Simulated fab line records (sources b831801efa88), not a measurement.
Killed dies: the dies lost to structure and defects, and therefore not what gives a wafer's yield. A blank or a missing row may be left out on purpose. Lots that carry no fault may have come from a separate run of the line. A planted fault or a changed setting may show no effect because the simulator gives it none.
Which tool did it? / flow sky130 / Sampling: 14 lots, 42 wafers, 4 of 708 route steps

== WHAT THE GAUGES SHOWED, per wafer ==
SKY_POLY_GATE_CD_MEAS_22.
lot=L578; measured=day 16 18:25; on=cdSem-01; cdNm (nm)=149.4 146.5 146.4
lot=L580; measured=day 17 10:17; on=cdSem-02; cdNm (nm)=149.9 150.3 149.4
lot=L581; measured=day 17 15:50; on=cdSem-02; cdNm (nm)=151.3 147.7 149.8
lot=L582; measured=day 17 15:49; on=cdSem-01; cdNm (nm)=152.3 148.8 150.6
lot=L583; measured=day 18 15:02; on=cdSem-01; cdNm (nm)=145.2 147.3 147.5
lot=L585; measured=day 19 08:19; on=cdSem-02; cdNm (nm)=149.6 150.0 149.9
lot=L587; measured=day 20 00:23; on=cdSem-02; cdNm (nm)=152.6 152.6 151.0
lot=L588; measured=day 20 05:33; on=cdSem-01; cdNm (nm)=148.5 151.2 149.8
lot=L589; measured=day 20 19:49; on=cdSem-02; cdNm (nm)=154.3 149.2 150.5
lot=L590; measured=day 20 21:58; on=cdSem-02; cdNm (nm)=147.6 149.3 150.6
lot=L591; measured=day 21 08:52; on=cdSem-02; cdNm (nm)=148.5 152.8 153.9
lot=L592; measured=day 21 19:17; on=cdSem-02; cdNm (nm)=148.8 150.6 151.1
lot=L599; measured=day 24 03:03; on=cdSem-02; cdNm (nm)=153.2 147.7 153.0
lot=L600; measured=day 24 07:41; on=cdSem-01; cdNm (nm)=147.2 150.2 146.7

SKY_LDD_P_OVL_MEAS_08.
lot=L578; measured=day 19 07:20; on=overlay-01; LDD_P_OVL (nm)=-0.6 -0.3 0.1
lot=L580; measured=day 19 23:44; on=overlay-01; LDD_P_OVL (nm)=-1.0 -2.1 -2.3
lot=L581; measured=day 20 06:55; on=overlay-02; LDD_P_OVL (nm)=-1.9 -0.5 -1.0
lot=L582; measured=day 20 06:24; on=overlay-02; LDD_P_OVL (nm)=-1.9 -2.9 -1.4
lot=L583; measured=day 21 05:28; on=overlay-02; LDD_P_OVL (nm)=-1.1 0.6 0.7
lot=L585; measured=day 21 23:44; on=overlay-02; LDD_P_OVL (nm)=0.3 -2.7 -2.9
lot=L587; measured=day 22 15:29; on=overlay-01; LDD_P_OVL (nm)=-1.4 -0.4 0.1
lot=L588; measured=day 22 19:47; on=overlay-02; LDD_P_OVL (nm)=0.3 -0.9 -1.1
lot=L589; measured=day 23 09:38; on=overlay-02; LDD_P_OVL (nm)=-0.9 -1.8 -3.3
lot=L590; measured=day 23 11:58; on=overlay-02; LDD_P_OVL (nm)=-3.1 -3.7 -5.0
lot=L591; measured=day 23 23:00; on=overlay-02; LDD_P_OVL (nm)=-2.0 -2.4 -1.4
lot=L592; measured=day 24 09:03; on=overlay-01; LDD_P_OVL (nm)=-0.7 -0.3 -0.5
lot=L599; measured=day 26 15:38; on=overlay-01; LDD_P_OVL (nm)=-1.5 -0.8 0.4
lot=L600; measured=day 26 19:04; on=overlay-01; LDD_P_OVL (nm)=-0.2 -1.1 0.6

== TOOL THAT RAN EACH LOT (tool first, then ch and the chambers of the sampled wafers, then the start) ==
lot=L578; SKY_SONOS_ONO_ETCH_15=rieDiel-02 ch 1,2,3, day 12 18:40; SKY_LDD_N_IMPLANT_14=implanter-01 ch 0, day 18 00:11
lot=L580; SKY_SONOS_ONO_ETCH_15=rieDiel-02 ch 0,1,3, day 13 11:37; SKY_LDD_N_IMPLANT_14=implanter-01 ch 0, day 18 16:50
lot=L581; SKY_SONOS_ONO_ETCH_15=rieDiel-03 ch 1,2,3, day 13 18:35; SKY_LDD_N_IMPLANT_14=implanter-03 ch 0, day 18 23:14
lot=L582; SKY_SONOS_ONO_ETCH_15=rieDiel-01 ch 2,3, day 13 18:46; SKY_LDD_N_IMPLANT_14=implanter-01 ch 0, day 18 22:58
lot=L583; SKY_SONOS_ONO_ETCH_15=rieDiel-03 ch 0,2,3, day 14 16:06; SKY_LDD_N_IMPLANT_14=implanter-01 ch 0, day 19 22:54
lot=L585; SKY_SONOS_ONO_ETCH_15=rieDiel-03 ch 1,2, day 15 06:31; SKY_LDD_N_IMPLANT_14=implanter-04 ch 0, day 20 16:17
lot=L587; SKY_SONOS_ONO_ETCH_15=rieDiel-02 ch 2,3, day 15 19:55; SKY_LDD_N_IMPLANT_14=implanter-01 ch 0, day 21 08:09
lot=L588; SKY_SONOS_ONO_ETCH_15=rieDiel-02 ch 0,3, day 16 00:42; SKY_LDD_N_IMPLANT_14=implanter-01 ch 0, day 21 13:38
lot=L589; SKY_SONOS_ONO_ETCH_15=rieDiel-02 ch 0,1,2, day 16 16:55; SKY_LDD_N_IMPLANT_14=implanter-03 ch 0, day 22 03:23
lot=L590; SKY_SONOS_ONO_ETCH_15=rieDiel-01 ch 1,2,3, day 16 18:03; SKY_LDD_N_IMPLANT_14=implanter-03 ch 0, day 22 04:53
lot=L591; SKY_SONOS_ONO_ETCH_15=rieDiel-02 ch 0,1,2, day 17 00:51; SKY_LDD_N_IMPLANT_14=implanter-01 ch 0, day 22 16:49
lot=L592; SKY_SONOS_ONO_ETCH_15=rieDiel-03 ch 1,2, day 17 12:06; SKY_LDD_N_IMPLANT_14=implanter-01 ch 0, day 23 02:36
lot=L599; SKY_SONOS_ONO_ETCH_15=rieDiel-03 ch 0,2, day 19 21:31; SKY_LDD_N_IMPLANT_14=implanter-04 ch 0, day 25 10:05
lot=L600; SKY_SONOS_ONO_ETCH_15=rieDiel-01 ch 1,2,3, day 20 01:24; SKY_LDD_N_IMPLANT_14=implanter-03 ch 0, day 25 13:44
- SKY_SONOS_ONO_ETCH_15: etches the open film in CHF3/O2, target depth 19.52 nm, time 7.8 s.
- SKY_LDD_N_IMPLANT_14

== AS READ BY THE TOOLS THEMSELVES (means over the sampled wafers that have a number; for cases with no such wafer, the mark the record gives instead) ==
SKY_SONOS_ONO_ETCH_15.
lot=L578; tool=rieDiel-02; drypumpMotorCurrentA (A)=5.4; oesProductAu (a.u.)=1.005; throttleValvePct (%)=8.825
lot=L580; tool=rieDiel-02; drypumpMotorCurrentA (A)=5.6; oesProductAu (a.u.)=1.012; throttleValvePct (%)=8.826
lot=L581; tool=rieDiel-03; drypumpMotorCurrentA (A)=5.7; oesProductAu (a.u.)=1.000; throttleValvePct (%)=8.825
lot=L582; tool=rieDiel-01; drypumpMotorCurrentA (A)=6.6; oesProductAu (a.u.)=1.009; throttleValvePct (%)=8.832
lot=L583; tool=rieDiel-03; drypumpMotorCurrentA (A)=5.5; oesProductAu (a.u.)=0.989; throttleValvePct (%)=8.816
lot=L585; tool=rieDiel-03; drypumpMotorCurrentA (A)=6.0; oesProductAu (a.u.)=1.006; throttleValvePct (%)=8.823
lot=L587; tool=rieDiel-02; drypumpMotorCurrentA (A)=5.6; oesProductAu (a.u.)=0.985; throttleValvePct (%)=8.825
lot=L588; tool=rieDiel-02; drypumpMotorCurrentA (A)=6.1; oesProductAu (a.u.)=1.011; throttleValvePct (%)=8.829
lot=L589; tool=rieDiel-02; drypumpMotorCurrentA (A)=5.7; oesProductAu (a.u.)=1.009; throttleValvePct (%)=8.823
lot=L590; tool=rieDiel-01; drypumpMotorCurrentA (A)=6.1; oesProductAu (a.u.)=1.002; throttleValvePct (%)=8.820
lot=L591; tool=rieDiel-02; drypumpMotorCurrentA (A)=5.7; oesProductAu (a.u.)=1.010; throttleValvePct (%)=8.825
lot=L592; tool=rieDiel-03; drypumpMotorCurrentA (A)=5.8; oesProductAu (a.u.)=1.004; throttleValvePct (%)=8.828
lot=L599; tool=rieDiel-03; drypumpMotorCurrentA (A)=5.7; oesProductAu (a.u.)=0.998; throttleValvePct (%)=8.826
lot=L600; tool=rieDiel-01; drypumpMotorCurrentA (A)=6.1; oesProductAu (a.u.)=1.001; throttleValvePct (%)=8.825

SKY_LDD_N_IMPLANT_14.
lot=L578; tool=implanter-01; doseIonsCm2=5e+12; faradayCurrentUA=28.5; tiltDeg (degrees)=30.011
lot=L580; tool=implanter-01; doseIonsCm2=5e+12; faradayCurrentUA=28.6; tiltDeg (degrees)=30.002
lot=L581; tool=implanter-03; doseIonsCm2=5e+12; faradayCurrentUA=28.0; tiltDeg (degrees)=30.001
lot=L582; tool=implanter-01; doseIonsCm2=5e+12; faradayCurrentUA=27.8; tiltDeg (degrees)=30.022
lot=L583; tool=implanter-01; doseIonsCm2=5e+12; faradayCurrentUA=28.6; tiltDeg (degrees)=29.991
lot=L585; tool=implanter-04; doseIonsCm2=5e+12; faradayCurrentUA=28.3; tiltDeg (degrees)=29.984
lot=L587; tool=implanter-01; doseIonsCm2=5e+12; faradayCurrentUA=28.5; tiltDeg (degrees)=29.988
lot=L588; tool=implanter-01; doseIonsCm2=5e+12; faradayCurrentUA=28.6; tiltDeg (degrees)=29.989
lot=L589; tool=implanter-03; doseIonsCm2=5e+12; faradayCurrentUA=27.9; tiltDeg (degrees)=29.999
lot=L590; tool=implanter-03; doseIonsCm2=5e+12; faradayCurrentUA=28.1; tiltDeg (degrees)=30.017
lot=L591; tool=implanter-01; doseIonsCm2=4e+12; faradayCurrentUA=20.8; tiltDeg (degrees)=29.996
lot=L592; tool=implanter-01; doseIonsCm2=4e+12; faradayCurrentUA=21.1; tiltDeg (degrees)=30.019
lot=L599; tool=implanter-04; doseIonsCm2=5e+12; faradayCurrentUA=28.3; tiltDeg (degrees)=30.011
lot=L600; tool=implanter-03; doseIonsCm2=5e+12; faradayCurrentUA=28.4; tiltDeg (degrees)=29.993

== THE ANSWER, worked out from the rows above alone ==
Rule: usual is defined by the lots themselves. Put in order of their means at a reading, lots are off if they are a third of the lots or fewer, leave a main group of 4 or more, and stand apart from it by a gap of 3 or more times the standard deviation of the main group's means; of several such gaps the widest counts. A main group whose means are all the same, to the digits that the tables above print for the reading, isn't used. A lot without any number at a reading at which 4 lots or more have one is off too. Any other lot the step has rows for is counted as sound. First the gauges in route order, then the tools' own readings, where a lot's mean is used as printed above. The first step at which some lot is off is used, and at that step the reading that is off furthest; a lot without a number counts as furthest.
Off, at SKY_LDD_N_IMPLANT_14 on faradayCurrentUA: L591, L592. For the main group the mean is 28.3 and the standard deviation 0.27.
A tool fits if, at that step or a process step before it, it ran every lot that is off, and no sound lot after the first of them. One candidate fits, namely implanter-01 at SKY_LDD_N_IMPLANT_14. Its last sound lot is L588 (day 21 13:38), its first lot that is off L591 (day 22 16:49): a fault that began between those two fits.
The tool's own readings at SKY_LDD_N_IMPLANT_14 bear it out: on the lots that are off they differ by more than 5 times the standard deviation of the sound lots' means. doseIonsCm2 reads 4e+12 there against 5e+12 on the sound lots; faradayCurrentUA reads 21.0 there against 28.3 on the sound lots.

== WHAT THE SIMULATOR PUT IN ==
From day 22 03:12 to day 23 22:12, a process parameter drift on implanter-01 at SKY_LDD_N_IMPLANT_14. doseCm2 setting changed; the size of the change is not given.
Struck lots among those shown: L591, L592. The rule above reached the same finding.
